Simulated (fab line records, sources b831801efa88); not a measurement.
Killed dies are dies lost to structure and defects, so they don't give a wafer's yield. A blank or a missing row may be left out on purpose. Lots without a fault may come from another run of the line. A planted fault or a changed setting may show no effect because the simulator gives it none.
Chamber matching | flow gf180mcu | GF_V1_CMP_04 on cmp-01: 4 sister chambers
The step polishes SiO2. 4 wafers are shown with their chamber, then 9 later ones without.

WAFERS WITH THEIR CHAMBER
wafer  | chamber | motor_current_A (A)
L543.4 | 1       | 12.6
L543.6 | 2       | 10.8
L551.5 | 3       | 13.2
L551.6 | 0       | 12.6

WAFERS WITHOUT THEIR CHAMBER
wafer  | motor_current_A (A)
L552.2 | 12.4
L552.4 | 12.6
L552.5 | 10.4
L553.1 | 10.4
L553.4 | 12.9
L553.5 | 11.2
L554.2 | 12.8
L554.3 | 12.4
L554.4 | 11.2

WHICH CHAMBER EACH WENT THROUGH
wafer  | from the rows above          | in truth
L552.2 | can't be placed: 0 or 1 or 3 | 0
L552.4 | can't be placed: 0 or 1 or 3 | 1
L552.5 | 2                            | 2
L553.1 | 2                            | 2
L553.4 | can't be placed: 3 or 0 or 1 | 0
L553.5 | 2                            | 2
L554.2 | can't be placed: 0 or 1 or 3 | 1
L554.3 | can't be placed: 0 or 1 or 3 | 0
L554.4 | 2                            | 2
Placed correctly: 4 of 9. Can't be placed from these rows: 5 (the true chamber is among the candidates in 5). Placed wrongly: 0.
How it was worked out, from the rows above alone: a wafer's distance from a chamber is the root of the sum, over the readings, of the square of ((its reading less the chamber's mean) divided by the reading's scatter). The wafer belongs to the nearest chamber; if the next one is less than 2 further off, it can't be placed. A chamber's mean is the mean of its shown wafers. The scatter: with one shown wafer a chamber, the root of the mean of the squares of how far each hidden wafer lies from its nearest shown one.
